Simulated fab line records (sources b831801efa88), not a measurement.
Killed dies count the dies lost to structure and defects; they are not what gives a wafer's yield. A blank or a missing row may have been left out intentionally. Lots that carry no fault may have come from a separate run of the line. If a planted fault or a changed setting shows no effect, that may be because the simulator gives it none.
The tool behind it: which one?	flow sfqLine	42 wafers from 14 lots sampled at 5 of the route's 325 steps

WHAT EACH GAUGE READ, for each wafer
Not one reading of a measure or inspect step in the record can be checked against a usual standard deviation.

WHAT TOOL EACH LOT RAN ON (gives the tool, then ch and the chambers of the sampled wafers, and finally the start)
lot	SFQ_TRILAYER_I1_DEP_PECVD_045	SFQ_TRILAYER_I1_CMP_CMP_046	SFQ_TRILAYER_M6_BARC_OPEN_METAL_ETCH_206	SFQ_TRILAYER_M7_BARC_OPEN_METAL_ETCH_229	SFQ_TRILAYER_I7_CMP_CMP_184
L408	pecvd-04 ch 0,1, day 15 08:56	cmp-01 ch 1,2,3, day 15 19:51	rieMetal-04 ch 0,1, day 62 02:09	rieMetal-03 ch 0,1, day 69 15:48	cmp-02 ch 1,2, day 69 21:38
L409	pecvd-04 ch 0,1,2, day 15 12:32	cmp-02 ch 0,1,3, day 16 01:19	rieMetal-04 ch 0,1, day 67 03:43	rieMetal-02 ch 0,1, day 70 03:48	cmp-02 ch 1,2,3, day 70 10:41
L410	pecvd-04 ch 0,2, day 15 21:02	cmp-02 ch 0,1, day 16 09:49	rieMetal-03 ch 0,1, day 67 10:34	rieMetal-03 ch 0,1, day 70 07:24	cmp-01 ch 0,2, day 70 12:26
L411	pecvd-04 ch 0,1,2, day 16 00:38	cmp-01 ch 0,3, day 16 12:51	rieMetal-03 ch 0,1, day 68 23:01	rieMetal-02 ch 0,1, day 71 09:28	cmp-02 ch 0,2, day 71 10:59
L412	pecvd-04 ch 0,1,2, day 16 08:50	cmp-02 ch 0,1,2, day 16 22:19	rieMetal-01 ch 0,1, day 69 02:35	rieMetal-03 ch 0,1, day 71 13:02	cmp-02 ch 2,3, day 71 14:35
L413	pecvd-01 ch 0,1,2, day 16 18:31	cmp-01 ch 0,1,3, day 17 02:21	rieMetal-01 ch 0,1, day 69 06:13	rieMetal-01 ch 0,1, day 71 19:04	cmp-02 ch 0,1, day 71 20:35
L414	pecvd-03 ch 0,1,2, day 16 23:17	cmp-01 ch 1,3, day 17 04:21	rieMetal-01 ch 0,1, day 69 07:25	rieMetal-03 ch 0,1, day 72 01:04	cmp-01 ch 0,1,3, day 72 02:35
L415	pecvd-01 ch 0,2, day 18 05:34	cmp-01 ch 0,1,3, day 18 05:38	rieMetal-03 ch 0,1, day 69 11:00	rieMetal-03 ch 0,1, day 72 07:02	cmp-02 ch 0,1,3, day 72 10:23
L416	pecvd-03 ch 0,2, day 18 10:22	cmp-01 ch 0,1,3, day 18 10:26	rieMetal-01 ch 0,1, day 69 12:12	rieMetal-02 ch 0,1, day 72 14:02	cmp-01 ch 0,2,3, day 72 23:37
L425	pecvd-01 ch 1,2, day 24 16:43	cmp-01 ch 0,2,3, day 24 18:35	rieMetal-01 ch 0,1, day 72 08:16	rieMetal-01 ch 0,1, day 74 22:06	cmp-02 ch 2,3, day 75 10:24
L426	pecvd-01 ch 0,1,2, day 25 00:10	cmp-01 ch 1,2,3, day 25 00:14	rieMetal-01 ch 0,1, day 72 11:38	rieMetal-01 ch 0,1, day 75 04:05	cmp-01 ch 0,1,3, day 75 16:28
L427	pecvd-04 ch 1,2, day 25 09:46	cmp-02 ch 2,3, day 25 16:40	rieMetal-04 ch 0,1, day 72 12:50	rieMetal-02 ch 0,1, day 75 11:17	cmp-01 ch 1,2,3, day 75 23:28
L429	pecvd-04 ch 0,2, day 26 06:10	cmp-01 ch 2,3, day 26 06:14	rieMetal-01 ch 0,1, day 73 23:38	rieMetal-01 ch 0,1, day 76 10:05	cmp-01 ch 0,1,2, day 76 14:33
L430	pecvd-03 ch 0,1,2, day 26 07:22	cmp-02 ch 0,1,2, day 26 07:58	rieMetal-04 ch 0,1, day 74 05:38	rieMetal-01 ch 0,1, day 76 16:05	cmp-02 ch 0,1, day 76 17:07
- SFQ_TRILAYER_I1_DEP_PECVD_045: deposits SiO2 from SiH4/N2O, time 111.11 s, target thk 500 nm.
- SFQ_TRILAYER_I1_CMP_CMP_046: polishes SiO2.
- SFQ_TRILAYER_M6_BARC_OPEN_METAL_ETCH_206: etches BARC in O2, target depth 125 nm, time 41.7 s.
- SFQ_TRILAYER_M7_BARC_OPEN_METAL_ETCH_229: etches BARC in O2, target depth 125 nm, time 41.7 s.
- SFQ_TRILAYER_I7_CMP_CMP_184: polishes SiO2.

AS READ BY THE TOOLS THEMSELVES (means over the sampled wafers that have a number; for cases with no such wafer, the mark the record gives instead)
SFQ_TRILAYER_I1_DEP_PECVD_045. Usual: heaterPowerOuterW 32 W, standard deviation 11; heaterPowerW 83 W, standard deviation 18; rfFwdPowerW 182.3 W, standard deviation 0.65; throttleValvePct 25.8 %, standard deviation 1.1.
lot	tool	heaterPowerOuterW (W)	heaterPowerW (W)	rfFwdPowerW (W)	throttleValvePct (%)	flag
L408	pecvd-04	30	82	181.8	26.4	
L409	pecvd-04	42	96	182.1	26.7	
L410	pecvd-04	34	91	181.8	27.0	
L411	pecvd-04	42	99	182.0	26.6	
L412	pecvd-04	42	100	182.1	26.5	
L413	pecvd-01	27	76	182.8	25.0	
L414	pecvd-03	30	75	183.4	24.3	
L415	pecvd-01	32	90	181.6	24.8	
L416	pecvd-03	32	76	182.4	24.0	
L425	pecvd-01	18	65	212.0	26.3	OFF
L426	pecvd-01	20	67	211.4	25.8	OFF
L427	pecvd-04	41	94	181.9	26.3	
L429	pecvd-04	47	108	181.7	27.0	
L430	pecvd-03	26	71	182.8	24.8	

SFQ_TRILAYER_I1_CMP_CMP_046. Usual: motorCurrentA 10.7 A, standard deviation 1; timeToEndpointS 215 s, standard deviation 6.1.
lot	tool	motorCurrentA (A)	timeToEndpointS (s)	flag
L408	cmp-01	10.8	217	
L409	cmp-02	10.5	210	
L410	cmp-02	10.9	215	
L411	cmp-01	11.5	220	
L412	cmp-02	10.0	211	
L413	cmp-01	11.9	210	
L414	cmp-01	11.7	216	
L415	cmp-01	11.5	212	
L416	cmp-01	11.9	209	
L425	cmp-01	11.0	235	OFF
L426	cmp-01	10.9	228	
L427	cmp-02	9.5	210	
L429	cmp-01	10.7	213	
L430	cmp-02	9.9	217	

SFQ_TRILAYER_M6_BARC_OPEN_METAL_ETCH_206. Usual: biasW 80.01 W, standard deviation 0.23; drypumpMotorCurrentA 5.5 A, standard deviation 0.44; oesProductAu 0.686 a.u., standard deviation 0.0045.
lot	tool	biasW (W)	drypumpMotorCurrentA (A)	oesProductAu (a.u.)	flag
L408	rieMetal-04	79.99	5.1	0.690	
L409	rieMetal-04	80.01	5.2	0.686	
L410	rieMetal-03	79.92	5.3	0.682	
L411	rieMetal-03	80.04	5.3	0.689	
L412	rieMetal-01	80.14	5.9	0.689	
L413	rieMetal-01	80.09	5.9	0.684	
L414	rieMetal-01	80.05	5.7	0.684	
L415	rieMetal-03	80.07	5.6	0.683	
L416	rieMetal-01	80.05	5.7	0.685	
L425	rieMetal-01	79.95	5.9	0.685	
L426	rieMetal-01	80.17	5.7	0.683	
L427	rieMetal-04	80.26	5.2	0.686	
L429	rieMetal-01	80.13	5.9	0.685	
L430	rieMetal-04	79.90	5.2	0.686	

SFQ_TRILAYER_M7_BARC_OPEN_METAL_ETCH_229. Usual: biasW 80.00 W, standard deviation 0.23; drypumpMotorCurrentA 5.8 A, standard deviation 0.5; oesProductAu 0.685 a.u., standard deviation 0.0049.
lot	tool	biasW (W)	drypumpMotorCurrentA (A)	oesProductAu (a.u.)	flag
L408	rieMetal-03	80.17	5.7	0.678	
L409	rieMetal-02	80.11	5.9	0.685	
L410	rieMetal-03	79.92	5.3	0.684	
L411	rieMetal-02	79.83	5.9	0.682	
L412	rieMetal-03	79.72	5.3	0.687	
L413	rieMetal-01	79.95	5.9	0.685	
L414	rieMetal-03	80.05	5.7	0.685	
L415	rieMetal-03	79.82	5.7	0.683	
L416	rieMetal-02	79.72	5.9	0.686	
L425	rieMetal-01	79.94	5.9	0.688	
L426	rieMetal-01	80.21	5.9	0.689	
L427	rieMetal-02	80.13	6.2	0.683	
L429	rieMetal-01	79.96	5.9	0.678	
L430	rieMetal-01	79.84	5.7	0.690	

SFQ_TRILAYER_I7_CMP_CMP_184. Usual: motorCurrentA 10.5 A, standard deviation 0.99; timeToEndpointS 216 s, standard deviation 7.7.
lot	tool	motorCurrentA (A)	timeToEndpointS (s)	flag
L408	cmp-02	9.8	214	
L409	cmp-02	10.0	205	
L410	cmp-01	10.4	214	
L411	cmp-02	9.6	219	
L412	cmp-02	9.2	209	
L413	cmp-02	10.4	210	
L414	cmp-01	11.6	216	
L415	cmp-02	10.1	203	
L416	cmp-01	11.1	218	
L425	cmp-02	9.7	223	
L426	cmp-01	11.5	226	
L427	cmp-01	10.9	225	
L429	cmp-01	11.2	224	
L430	cmp-02	10.7	221	

THE ANSWER, worked out from the rows above alone
Rule: a lot counts as off when the mean over its wafers that have a number is more than 3 standard deviations away from the usual mean. A lot without any number at a reading at which 4 lots or more have one is off too. Any other lot the step has rows for is counted as sound. Order of review: gauges by route order, followed by the tools' own readings, for which a lot's mean as printed above is used. The first step at which some lot is off is used, and at that step the reading that is off furthest; a lot without a number counts as furthest.
Off at SFQ_TRILAYER_I1_DEP_PECVD_045 (rfFwdPowerW): L425, L426.
If a tool, at that step or one of the process steps before it, ran each lot that is off and ran no sound lot following the first of them, it fits. One candidate fits, namely pecvd-01 at SFQ_TRILAYER_I1_DEP_PECVD_045. Its last sound lot is L415 (day 18 05:34), its first lot that is off L425 (day 24 16:43): a fault that began between those two fits.
On the lots that are off, the tool's own readings at SFQ_TRILAYER_I1_DEP_PECVD_045 differ by more than 5 times the standard deviation of the sound lots' means, which bears it out; rfFwdPowerW reads 211.7 W there versus 182.2 W on the sound lots.

WHAT THE SIMULATOR HAD INSERTED
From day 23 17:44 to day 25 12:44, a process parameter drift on pecvd-01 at SFQ_TRILAYER_I1_DEP_PECVD_045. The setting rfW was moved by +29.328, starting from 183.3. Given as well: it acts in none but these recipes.
Struck lots among those shown: L425, L426. The rule above found the same.
